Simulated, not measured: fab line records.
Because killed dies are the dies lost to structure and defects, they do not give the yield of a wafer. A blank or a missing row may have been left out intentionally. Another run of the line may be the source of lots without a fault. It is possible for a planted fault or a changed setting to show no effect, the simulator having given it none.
fab line records + flow sky130
[record]
- lots = 7
- wafers = 21
- lastDay = 50
route steps=708 shown NWELL@82 PWDE@84 VT_ADJUST_HVTP@85 VT_ADJUST_LVTN@97 PAD_OPEN@708
lots that met no fault: taken from a fault-free run of the same line
startH: the number of hours between the record's first day and the start of the first shown wafer of the lot + waitH: hours elapsed since this lot's preceding step + " repeats the value in the row above + L1.1+2: a single row standing in for several wafers + - either no value or no given start + * or withheld: withheld + < > ~ a bound
route shown NAME@n: names a module that has steps shown in the file, with the first one's number in the route + usual: mean and standard deviation over wafers with no fault + same: alike in all rows + chamber/n: place in a boat + sites: per-site readings + _std_site: standard deviation across them + _edge_site: outer sites' mean less inner sites' + radiusMm: how far each site lies from the wafer's centre + mask NAME#n: copy n + behind: tool/chamber where the wafer was last shaped + hold: the reason the lot was held/the length of the hold in hours/how it ended + device: the n, p or np transistor that did not switch + end of line: tests of these same wafers at the route's end + a step with no rows: only its recipe + killed: dies that structure and defects cost at the first sort, which is not the same as the wafer's yield + map: dies across one wafer; x = killed, . = not, _ = none there
set.NAME: the run value of the setting; set.NAME@STEP: its run value at that earlier step + model.NAME: the simulator's own value behind a step, which no gauge read
lots seen at some steps along the route; tables by step, rows by wafer
services: from which hour (startH, from the record's first day; less than 0 if before it) a tool's chamber was out of use, for how many hours, and why
[[steps]]
[step SKY_NWELL_RS_MEAS_29]
[recipe]
- thkMeasGauge = four-point-probe
[usual]
- NWELL_RS = 625.0/1.5
| lot.wafer | tool         | chamber | startH | waitH | NWELL_RS[ohm/sq] |
|-----------|--------------|---------|--------|-------|------------------|
| L326.2    | filmMetro-03 | -       | 122.54 | 0.1   | 625.7            |
| L326.3    | "            | -       | "      | "     | 625.6            |
| L326.6    | "            | -       | "      | "     | 625.4            |
| L329.1    | filmMetro-02 | -       | 144.18 | 0.1   | 627.5            |
| L329.2    | "            | -       | "      | "     | 627.3            |
| L329.5    | "            | -       | "      | "     | 627.8            |
| L331.2    | filmMetro-03 | -       | 152.76 | 0.1   | 625.1            |
| L331.4    | "            | -       | "      | "     | 623.1            |
| L331.6    | "            | -       | "      | "     | 624.3            |
| L333.3    | filmMetro-04 | -       | 164.92 | 0.1   | 620.7            |
| L333.4    | "            | -       | "      | "     | 622.8            |
| L333.5    | "            | -       | "      | "     | 621.9            |
| L339.2    | filmMetro-03 | -       | 198.79 | 0.1   | 624.8            |
| L339.4    | "            | -       | "      | "     | 623.1            |
| L339.5    | "            | -       | "      | "     | 626.0            |
| L343.3    | filmMetro-04 | -       | 234.96 | 0.1   | 624.3            |
| L343.4    | "            | -       | "      | "     | 622.9            |
| L343.5    | "            | -       | "      | "     | 624.3            |
| L345.1    | filmMetro-02 | -       | 252.22 | 0.1   | 625.1            |
| L345.3    | "            | -       | "      | "     | 628.0            |
| L345.4    | "            | -       | "      | "     | 626.6            |
[step SKY_NWELL_RS_MEAS_31]
[recipe]
- thkMeasGauge = four-point-probe
[usual]
- PWDE_RS = 5280/19
| lot.wafer | tool         | chamber | startH | waitH | PWDE_RS[ohm/sq] |
|-----------|--------------|---------|--------|-------|-----------------|
| L326.2    | filmMetro-03 | -       | 122.78 | 0.1   | 5285            |
| L326.3    | "            | -       | "      | "     | 5282            |
| L326.6    | "            | -       | "      | "     | 5280            |
| L329.1    | filmMetro-02 | -       | 144.42 | 0.1   | 5249            |
| L329.2    | "            | -       | "      | "     | 5235            |
| L329.5    | "            | -       | "      | "     | 5261            |
| L331.2    | filmMetro-03 | -       | 153.00 | 0.1   | 5295            |
| L331.4    | "            | -       | "      | "     | 5297            |
| L331.6    | "            | -       | "      | "     | 5305            |
| L333.3    | filmMetro-04 | -       | 165.16 | 0.1   | 5279            |
| L333.4    | "            | -       | "      | "     | 5269            |
| L333.5    | "            | -       | "      | "     | 5262            |
| L339.2    | filmMetro-03 | -       | 199.03 | 0.1   | 5276            |
| L339.4    | "            | -       | "      | "     | 5293            |
| L339.5    | "            | -       | "      | "     | 5280            |
| L343.3    | filmMetro-04 | -       | 235.20 | 0.1   | 5302            |
| L343.4    | "            | -       | "      | "     | 5296            |
| L343.5    | "            | -       | "      | "     | 5303            |
| L345.1    | filmMetro-02 | -       | 252.46 | 0.1   | 5290            |
| L345.3    | "            | -       | "      | "     | 5288            |
| L345.4    | "            | -       | "      | "     | 5305            |
[step SKY_VT_ADJUST_HVTP_DEHYDRATE_00]
[recipe]
- tempC = 200
- timeS = 60
[step SKY_VT_ADJUST_HVTP_HMDS_01]
[recipe]
- primeTimeS = 60
- primeTempC = 120
[step SKY_VT_ADJUST_HVTP_COAT_02]
[recipe]
- resist = NOVOLAK
- spinRpm = 3000
- resistThkNm = 1140
[step SKY_VT_ADJUST_HVTP_SOFTBAKE_03]
[recipe]
- tempC = 90
- timeS = 60
- resist = NOVOLAK
[step SKY_VT_ADJUST_HVTP_EXPOSE_04]
[recipe]
- maskId = HVTPM
- na = 0.6
- sourceShape = conventional
- sigmaOuter = 0.6
- polarization = unpolarized
- targetCdNm = 380
- doseMj = 140
[step SKY_VT_ADJUST_HVTP_PEB_05]
[recipe]
- tempC = withheld
- timeS = *
- resist = NOVOLAK
[step SKY_VT_ADJUST_HVTP_DEVELOP_06]
[recipe]
- resist = NOVOLAK
- developer = TMAH
- developTimeS = 60
- devTempC = 23
[step SKY_VT_ADJUST_HVTP_CD_MEAS_07]
[recipe]
- targetCdNm = 380
[usual]
- cdNm = 378.9/2.4
| lot.wafer | tool     | chamber | startH | waitH | cdNm  |
|-----------|----------|---------|--------|-------|-------|
| L326.2    | cdSem-02 | -       | 140.91 | 0.1   | 375.4 |
| L326.3    | "        | -       | "      | "     | 375.0 |
| L326.6    | "        | -       | "      | "     | 377.8 |
| L329.1    | cdSem-01 | -       | 162.68 | 0.1   | 377.0 |
| L329.2    | "        | -       | "      | "     | 377.6 |
| L329.5    | "        | -       | "      | "     | 377.1 |
| L331.2    | cdSem-02 | -       | 171.95 | 0.1   | 376.9 |
| L331.4    | "        | -       | "      | "     | 377.0 |
| L331.6    | "        | -       | "      | "     | 380.5 |
| L333.3    | cdSem-02 | -       | 185.33 | 0.1   | 378.5 |
| L333.4    | "        | -       | "      | "     | 379.7 |
| L333.5    | "        | -       | "      | "     | 379.2 |
| L339.2    | cdSem-01 | -       | 221.25 | 0.1   | 378.9 |
| L339.4    | "        | -       | "      | "     | 377.9 |
| L339.5    | "        | -       | "      | "     | 378.7 |
| L343.3    | cdSem-01 | -       | 256.67 | 0.1   | 380.5 |
| L343.4    | "        | -       | "      | "     | 378.5 |
| L343.5    | "        | -       | "      | "     | 380.5 |
| L345.1    | cdSem-01 | -       | 273.98 | 0.1   | 381.5 |
| L345.3    | "        | -       | "      | "     | 380.3 |
| L345.4    | "        | -       | "      | "     | 383.8 |
[step SKY_VT_ADJUST_HVTP_OVL_MEAS_08]
[usual]
- VT_ADJUST_HVTP_OVL = 0.4/1.2
| lot.wafer | tool       | chamber | startH | waitH | VT_ADJUST_HVTP_OVL[nm] |
|-----------|------------|---------|--------|-------|------------------------|
| L326.2    | overlay-02 | -       | 141.01 | 0.1   | -0.3                   |
| L326.3    | "          | -       | "      | "     | 1.3                    |
| L326.6    | "          | -       | "      | "     | -0.2                   |
| L329.1    | overlay-01 | -       | 162.80 | 0.1   | 0.0                    |
| L329.2    | "          | -       | "      | "     | -0.7                   |
| L329.5    | "          | -       | "      | "     | -0.7                   |
| L331.2    | overlay-01 | -       | 172.06 | 0.1   | 0.0                    |
| L331.4    | "          | -       | "      | "     | 0.8                    |
| L331.6    | "          | -       | "      | "     | 1.2                    |
| L333.3    | overlay-01 | -       | 185.42 | 0.1   | 2.4                    |
| L333.4    | "          | -       | "      | "     | 1.2                    |
| L333.5    | "          | -       | "      | "     | 2.0                    |
| L339.2    | overlay-02 | -       | 221.36 | 0.1   | -0.1                   |
| L339.4    | "          | -       | "      | "     | 1.7                    |
| L339.5    | "          | -       | "      | "     | 0.2                    |
| L343.3    | overlay-02 | -       | 256.76 | 0.1   | -1.0                   |
| L343.4    | "          | -       | "      | "     | -0.5                   |
| L343.5    | "          | -       | "      | "     | -0.9                   |
| L345.1    | overlay-01 | -       | 274.10 | 0.1   | 0.5                    |
| L345.3    | "          | -       | "      | "     | -0.6                   |
| L345.4    | "          | -       | "      | "     | -0.3                   |
[step SKY_VT_ADJUST_HVTP_IMPLANT_09]
[recipe]
- species = As
- energyKev = 150
- doseCm2 = 4.3e+12
- tiltDeg = withheld
[usual]
- beamEnergyKeV = 150.00/0.043
[same]
- implantIonAmu = 75
| lot.wafer | tool         | chamber | startH | waitH | beamEnergyKeV | model.implant.rpNm | model.implant.drpNm |
|-----------|--------------|---------|--------|-------|---------------|--------------------|---------------------|
| L326.2    | implanter-03 | 0       | 141.15 | 0.1   | 149.93        | 81.99              | 33.4                |
| L326.3    | "            | 0       | "      | "     | 149.95        | 81.99              | 33.4                |
| L326.6    | "            | 0       | "      | "     | 149.94        | 81.99              | 33.4                |
| L329.1    | implanter-03 | 0       | 162.83 | 0.0   | 136.86        | 79.95              | 31.04               |
| L329.2    | "            | 0       | "      | "     | 136.85        | 79.95              | 31.04               |
| L329.5    | "            | 0       | "      | "     | 136.83        | 79.95              | 31.04               |
| L331.2    | implanter-03 | 0       | 172.12 | 0.0   | 136.83        | 77.78              | 31.04               |
| L331.4    | "            | 0       | "      | "     | 136.76        | 77.78              | 31.04               |
| L331.6    | "            | 0       | "      | "     | 136.85        | 77.78              | 31.04               |
| L333.3    | implanter-03 | 0       | 185.49 | 0.1   | 136.83        | 76.28              | 31.04               |
| L333.4    | "            | 0       | "      | "     | 136.83        | 76.28              | 31.04               |
| L333.5    | "            | 0       | "      | "     | 136.80        | 76.28              | 31.04               |
| L339.2    | implanter-01 | 0       | 221.41 | 0.0   | 150.02        | 82.11              | 33.4                |
| L339.4    | "            | 0       | "      | "     | 149.94        | 82.11              | 33.4                |
| L339.5    | "            | 0       | "      | "     | 149.96        | 82.11              | 33.4                |
| L343.3    | implanter-04 | 0       | 256.83 | 0.1   | 150.03        | 84.61              | 33.4                |
| L343.4    | "            | 0       | "      | "     | 150.01        | 84.61              | 33.4                |
| L343.5    | "            | 0       | "      | "     | 150.07        | 84.61              | 33.4                |
| L345.1    | implanter-01 | 0       | 274.13 | 0.0   | 150.00        | 87.52              | 33.4                |
| L345.3    | "            | 0       | "      | "     | 149.96        | 87.52              | 33.4                |
| L345.4    | "            | 0       | "      | "     | 149.96        | 87.52              | 33.4                |
[step SKY_VT_ADJUST_HVTP_STRIP_10]
[recipe]
- chemistry = O2/N2
- powerW = 1400
- pressureMtorr = 1500
- platenTempC = withheld
- o2FlowSccm = 3000
- n2FlowSccm = 300
- overashFraction = 0.5
[usual]
- drypumpMotorCurrentA = 5.7/0.43
- oesProductAu = 0.715/0.0047
- stripTimeToEndpointS = 14.17/0.04
[same]
- overashFraction = 0.5
| lot.wafer | tool           | chamber | startH | waitH | drypumpMotorCurrentA | oesProductAu | rfHoursCounterH | stripTimeToEndpointS |
|-----------|----------------|---------|--------|-------|----------------------|--------------|-----------------|----------------------|
| L326.2    | plasmaAsher-02 | 0       | 141.27 | 0.1   | 5.3                  | 0.710        | 2               | 14.20                |
| L326.3    | "              | 0       | "      | "     | 5.3                  | 0.712        | -               | 14.21                |
| L326.6    | "              | 1       | "      | "     | 6.1                  | 0.712        | -               | 14.18                |
| L329.1    | plasmaAsher-04 | 1       | 162.98 | 0.1   | 5.7                  | 0.716        | 48              | 14.15                |
| L329.2    | "              | 0       | "      | "     | 5.7                  | 0.716        | 48              | 14.19                |
| L329.5    | "              | 0       | "      | "     | 5.7                  | 0.714        | -               | 14.17                |
| L331.2    | plasmaAsher-03 | 1       | 172.24 | 0.1   | 5.2                  | 0.712        | 37              | 14.18                |
| L331.4    | "              | 0       | "      | "     | 6.2                  | 0.718        | -               | 14.19                |
| L331.6    | "              | 1       | "      | "     | 5.2                  | 0.710        | -               | 14.20                |
| L333.3    | plasmaAsher-03 | 0       | 185.63 | 0.1   | 6.2                  | 0.718        | -               | 14.19                |
| L333.4    | "              | 1       | "      | "     | 5.1                  | 0.720        | -               | 14.19                |
| L333.5    | "              | 0       | "      | "     | 6.2                  | 0.714        | -               | 14.21                |
| L339.2    | plasmaAsher-02 | 1       | 221.54 | 0.1   | 6.1                  | 0.729        | 10              | 14.20                |
| L339.4    | "              | 1       | "      | "     | 6.1                  | 0.710        | -               | 14.20                |
| L339.5    | "              | 1       | "      | "     | 6.1                  | 0.716        | -               | 14.19                |
| L343.3    | plasmaAsher-04 | 0       | 256.96 | 0.1   | 5.6                  | 0.711        | -               | 14.17                |
| L343.4    | "              | 1       | "      | "     | 5.8                  | 0.719        | -               | 14.17                |
| L343.5    | "              | 1       | "      | "     | 5.7                  | 0.718        | -               | 14.19                |
| L345.1    | plasmaAsher-02 | 0       | 274.28 | 0.1   | 5.3                  | 0.711        | 15              | 14.11                |
| L345.3    | "              | 1       | "      | "     | 6.1                  | 0.721        | -               | 14.15                |
| L345.4    | "              | 0       | "      | "     | 5.3                  | 0.714        | -               | 14.12                |
[step SKY_VT_ADJUST_HVTP_TW_MEAS_11]
[usual]
- VT_ADJUST_HVTP_TW = 1363/8.2
| lot.wafer | tool         | chamber | startH | waitH | VT_ADJUST_HVTP_TW |
|-----------|--------------|---------|--------|-------|-------------------|
| L326.2    | filmMetro-04 | -       | 141.38 | 0.1   | 1356              |
| L326.3    | "            | -       | "      | "     | 1363              |
| L326.6    | "            | -       | "      | "     | 1359              |
| L329.1    | filmMetro-01 | -       | 163.08 | 0.1   | 1321              |
| L329.2    | "            | -       | "      | "     | 1322              |
| L329.5    | "            | -       | "      | "     | 1324              |
| L331.2    | filmMetro-04 | -       | 172.35 | 0.1   | 1329              |
| L331.4    | "            | -       | "      | "     | 1337              |
| L331.6    | "            | -       | "      | "     | 1336              |
| L333.3    | filmMetro-01 | -       | 185.71 | 0.1   | 1319              |
| L333.4    | "            | -       | "      | "     | 1318              |
| L333.5    | "            | -       | "      | "     | 1317              |
| L339.2    | filmMetro-03 | -       | 221.65 | 0.1   | 1371              |
| L339.4    | "            | -       | "      | "     | 1364              |
| L339.5    | "            | -       | "      | "     | 1359              |
| L343.3    | filmMetro-03 | -       | 257.05 | 0.1   | 1372              |
| L343.4    | "            | -       | "      | "     | 1365              |
| L343.5    | "            | -       | "      | "     | 1374              |
| L345.1    | filmMetro-01 | -       | 274.38 | 0.1   | 1364              |
| L345.3    | "            | -       | "      | "     | 1367              |
| L345.4    | "            | -       | "      | "     | 1362              |
[step SKY_VT_ADJUST_LVTN_DEHYDRATE_00]
[recipe]
- tempC = 200
- timeS = 60
[step SKY_PAD_OPEN_PROBE_99]
[usual]
- killed_at_M0_to_M3 = 44/7.2
- killed_at_M4_up = 3.1/1.7
- killedAtContacts = 25/5.1
- killedAtFrontEnd = 14/4.6
- killedAtOther = 0.3/0.59
- killedDies = 86/9.6
- killedOpen = 47/7.4
- killedShort = 39/6
[same]
- grossDies = 492
- killedAtBackSide = 0
| lot.wafer | tool      | chamber | startH  | waitH | killed_at_M0_to_M3 | killed_at_M4_up | killedAtContacts | killedAtFrontEnd | killedAtOther | killedDies | killedOpen | killedShort | model.etest.tipP.rsOhmSq | model.etest.pfet_01v8.rOnOhmUm | model.etest.pfet_01v8.driveUaUm | model.etest.pfet_01v8_mvt.driveUaUm | model.etest.pfet_01v8_hvt.driveUaUm | model.etest.sramPfetLatch.driveUaUm | model.etest.pfet_01v8_mvt.offLog10AUm | model.etest.pfet_01v8.offLog10AUm |
|-----------|-----------|---------|---------|-------|--------------------|-----------------|------------------|------------------|---------------|------------|------------|-------------|--------------------------|--------------------------------|---------------------------------|-------------------------------------|-------------------------------------|-------------------------------------|---------------------------------------|-----------------------------------|
| L329.1    | prober-02 | -       | 1109.70 | 0.1   | 49                 | 3               | 21               | 14               | 0             | 87         | 46         | 41          | 6967                     | 3046                           | 181.1                           | 142.9                               | 133.8                               | 136.7                               | -11.32                                | -10.37                            |
| L329.2    | prober-02 | -       | 1109.75 | 0.1   | 46                 | 3               | 27               | 4                | 0             | 80         | 52         | 28          | 6989                     | 3000                           | 181.6                           | 143.1                               | 134.9                               | 135.5                               | -11.36                                | -10.54                            |
| L329.5    | prober-02 | -       | 1109.90 | 0.2   | 38                 | 1               | 24               | 10               | 0             | 73         | 31         | 42          | 6929                     | 3004                           | 183                             | 143.9                               | 136.1                               | 139.1                               | -11.29                                | -10.4                             |
| L331.2    | prober-02 | -       | 1118.00 | 0.1   | 36                 | 2               | 26               | 9                | 0             | 73         | 43         | 30          | 7186                     | 3044                           | 177.7                           | 141.1                               | 133.4                               | 130.2                               | -11.86                                | -10.78                            |
| L331.4    | prober-02 | -       | 1118.10 | 0.2   | 52                 | 4               | 28               | 16               | 0             | 100        | 60         | 40          | 7152                     | 3122                           | 176.1                           | 138.9                               | 128.3                               | 128.7                               | -11.87                                | -10.94                            |
| L331.6    | prober-02 | -       | 1118.20 | 0.2   | 45                 | 3               | 22               | 14               | 0             | 84         | 54         | 30          | 7168                     | 3029                           | 181.8                           | 139.6                               | 133.8                               | 130.7                               | -11.83                                | -10.73                            |
| L333.3    | prober-02 | -       | 1125.90 | 0.2   | 49                 | 2               | 29               | 15               | 0             | 95         | 55         | 40          | 7176                     | 3080                           | 177.8                           | 138.5                               | 131.8                               | 132.4                               | -12.21                                | -11.37                            |
| L333.4    | prober-02 | -       | 1125.95 | 0.2   | 33                 | 3               | 25               | 16               | 0             | 77         | 44         | 33          | 7198                     | 3076                           | 177.7                           | 137.2                               | 131.5                               | 128.2                               | -12.2                                 | -11.04                            |
| L333.5    | prober-02 | -       | 1126.00 | 0.2   | 35                 | 2               | 33               | 19               | 2             | 91         | 53         | 38          | 7198                     | 3003                           | 180.9                           | 139.4                               | 136.4                               | 135.4                               | -12.34                                | -10.95                            |
| L343.3    | prober-02 | -       | 1183.10 | 0.2   | 41                 | 6               | 34               | 18               | 0             | 99         | 56         | 43          | 6786                     | 2939                           | 191.8                           | 150.8                               | 139.6                               | 138.8                               | -10.41                                | -9.293                            |
| L343.4    | prober-02 | -       | 1183.15 | 0.2   | 42                 | 5               | 26               | 15               | 0             | 88         | 52         | 36          | 6806                     | 2952                           | 188.3                           | 149.1                               | 140.5                               | 142.1                               | -10.43                                | -9.657                            |
| L343.5    | prober-02 | -       | 1183.20 | 0.2   | 51                 | 6               | 22               | 15               | 0             | 94         | 49         | 45          | 6854                     | 2905                           | 192.9                           | 150.1                               | 141.9                               | 138.4                               | -10.52                                | -9.188                            |
| L345.1    | prober-01 | -       | 1195.96 | 0.1   | 36                 | 5               | 25               | 8                | 0             | 74         | 47         | 27          | 6797                     | 2858                           | 194.4                           | 154.2                               | 145.2                               | 140.5                               | -10.12                                | -8.974                            |
| L345.3    | prober-01 | -       | 1196.06 | 0.2   | 46                 | 4               | 28               | 8                | 0             | 86         | 43         | 43          | 6739                     | 2894                           | 192.1                           | 153.3                               | 143.3                               | 136.8                               | -10.09                                | -9.291                            |
| L345.4    | prober-01 | -       | 1196.11 | 0.2   | 32                 | 4               | 28               | 9                | 0             | 73         | 35         | 38          | 6748                     | 2932                           | 191.8                           | 151.4                               | 141.7                               | 141.6                               | -9.947                                | -9.105                            |
// killed by level:class
L329.1 VIA1:geometricParticle:open=11 CONTACT:geometricParticle:open=8 METAL2:geometricParticle:short=7 FIELD_ISO:geometricParticle:open=6 VIA2:geometricParticle:open=6 CONTACT:geometricParticle:short=5 VIA2:geometricParticle:short=5 VIA1:geometricParticle:short=4
L329.2 CONTACT:geometricParticle:open=16 VIA1:geometricParticle:open=11 VIA2:geometricParticle:open=9 LI_CONTACT:geometricParticle:open=6 METAL2:geometricParticle:short=6 METAL3:geometricParticle:short=5 VIA3:geometricParticle:open=5 METAL1:geometricParticle:short=4
L329.5 CONTACT:geometricParticle:short=8 VIA1:geometricParticle:open=7 LI_CONTACT:geometricParticle:open=6 CONTACT:geometricParticle:open=6 METAL1:geometricParticle:short=6 METAL3:geometricParticle:short=5 VIA3:geometricParticle:open=5 VIA1:geometricParticle:short=5
L331.2 CONTACT:geometricParticle:open=13 VIA1:geometricParticle:open=10 METAL2:geometricParticle:short=10 LI_CONTACT:geometricParticle:open=7 LOCAL_INTERCONNECT:geometricParticle:short=3 METAL1:geometricParticle:short=3 VIA1:geometricParticle:short=3 VIA2:geometricParticle:open=3
L331.4 VIA1:geometricParticle:open=17 CONTACT:geometricParticle:open=12 LI_CONTACT:geometricParticle:open=8 METAL1:geometricParticle:short=8 FIELD_ISO:geometricParticle:open=5 VIA1:geometricParticle:short=5 METAL2:geometricParticle:short=5 SPACER:geometricParticle:short=4
L331.6 VIA1:geometricParticle:open=15 CONTACT:geometricParticle:open=10 VIA3:geometricParticle:open=9 VIA2:geometricParticle:open=7 LI_CONTACT:geometricParticle:open=6 POLY_GATE:geometricParticle:short=5 METAL2:geometricParticle:short=5 FIELD_ISO:geometricParticle:open=4
L333.3 VIA1:geometricParticle:open=13 CONTACT:geometricParticle:open=10 LI_CONTACT:geometricParticle:open=9 VIA3:geometricParticle:short=6 VIA2:geometricParticle:open=5 METAL1:geometricParticle:short=5 VIA1:geometricParticle:short=5 METAL2:geometricParticle:short=5
L333.4 VIA1:geometricParticle:open=10 CONTACT:geometricParticle:open=9 FIELD_ISO:geometricParticle:short=6 LI_CONTACT:geometricParticle:open=6 FIELD_ISO:geometricParticle:open=5 METAL1:geometricParticle:short=5 VIA2:geometricParticle:open=5 VIA3:geometricParticle:open=5
L333.5 CONTACT:geometricParticle:open=9 LI_CONTACT:geometricParticle:open=8 CONTACT:geometricParticle:short=7 VIA1:geometricParticle:open=7 VIA2:geometricParticle:open=7 METAL1:geometricParticle:short=5 VIA3:geometricParticle:open=5 FIELD_ISO:geometricParticle:short=4
L343.3 CONTACT:geometricParticle:open=13 VIA1:geometricParticle:open=9 FIELD_ISO:geometricParticle:open=7 LI_CONTACT:geometricParticle:open=7 LOCAL_INTERCONNECT:geometricParticle:short=7 VIA3:geometricParticle:short=6 FIELD_ISO:geometricParticle:short=5 CONTACT:geometricParticle:short=5
L343.4 LI_CONTACT:geometricParticle:open=9 VIA1:geometricParticle:open=7 VIA2:geometricParticle:open=7 FIELD_ISO:geometricParticle:open=6 CONTACT:geometricParticle:short=5 METAL1:geometricParticle:open=5 METAL4:geometricParticle:short=5 METAL1:geometricParticle:short=4
L343.5 CONTACT:geometricParticle:open=13 VIA1:geometricParticle:open=12 VIA3:geometricParticle:open=7 FIELD_ISO:geometricParticle:short=6 METAL2:geometricParticle:short=6 VIA3:geometricParticle:short=6 CONTACT:geometricParticle:short=5 METAL1:geometricParticle:short=5
L345.1 LI_CONTACT:geometricParticle:open=13 VIA2:geometricParticle:open=7 VIA1:geometricParticle:open=7 VIA3:geometricParticle:open=6 CONTACT:geometricParticle:open=5 METAL1:geometricParticle:short=4 VIA1:geometricParticle:short=4 POLY_GATE:geometricParticle:short=3
L345.3 VIA2:geometricParticle:open=10 LI_CONTACT:geometricParticle:open=10 VIA1:geometricParticle:open=10 CONTACT:geometricParticle:open=8 VIA1:geometricParticle:short=6 METAL2:geometricParticle:short=6 LI_CONTACT:geometricParticle:short=5 VIA3:geometricParticle:short=5
L345.4 LI_CONTACT:geometricParticle:open=11 VIA1:geometricParticle:open=8 LOCAL_INTERCONNECT:geometricParticle:short=7 METAL1:geometricParticle:short=6 CONTACT:geometricParticle:short=5 VIA2:geometricParticle:open=5 VIA3:geometricParticle:open=4 METAL4:geometricParticle:short=4
[[services]]
| tool           | chamber | startH | hours | kind   |
|----------------|---------|--------|-------|--------|
| plasmaAsher-02 | 0       | 117.75 | -     | clean  |
| plasmaAsher-02 | 1       | 117.75 | -     | clean  |
| implanter-01   | -       | 129.20 | 1.8   | repair |
| implanter-03   | -       | 131.34 | 3.6   | repair |
| implanter-01   | -       | 136.49 | 1.4   | repair |
| implanter-04   | -       | 136.84 | 6.5   | repair |
| implanter-03   | -       | 150.37 | 3.1   | pm     |
| implanter-01   | -       | 160.91 | 4.4   | repair |
| implanter-01   | -       | 198.62 | 1.7   | repair |
| implanter-03   | -       | 200.37 | 8.5   | pm     |
| implanter-01   | -       | 243.16 | 2.4   | repair |
[[key]]
[firstSign]
- step = SKY_VT_ADJUST_HVTP_IMPLANT_09
- reading = beamEnergyKeV
- direction = down
- sigmas = 99+
- usual = *
- struck = *
[effect]
- step = SKY_VT_ADJUST_HVTP_TW_MEAS_11
- reading = VT_ADJUST_HVTP_TW
- direction = down
- sigmas = 4.6
- usual = 1363
- struck = 1325
[modelEffect]
- step = SKY_VT_ADJUST_HVTP_IMPLANT_09
- value = implant.rpNm
- without = 85.13
- struck = 78
[modelEffect]
- step = SKY_PAD_OPEN_PROBE_99
- value = etest.tipP.rsOhmSq
- without = 6820
- struck = 7107
metAt SKY_VT_ADJUST_HVTP_IMPLANT_09
struckWafers L329.1,L329.2,L329.5,L331.2,L331.4,L331.6,L333.3,L333.4,L333.5
testerLeftOut L329,L331,L333
onsetBetween 141.15 162.83
[fault]
- kind = processParameterDrift
- tool = implanter-03
- chamber = -
- onsetH = 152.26
- steps = SKY_VT_ADJUST_HVTP_IMPLANT_09
- channel = energyKev
- offset = *
- shape = step
- endH = 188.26
- actsIn = *
- stated = *
// testerLeftOut: of these lots the tester's yield and bins aren't shown, on N5 and GAA mostly nor the transistor test; their killed dies are dies lost to structure and defects alone, not to doping, threshold or leakage, so they don't give the yield
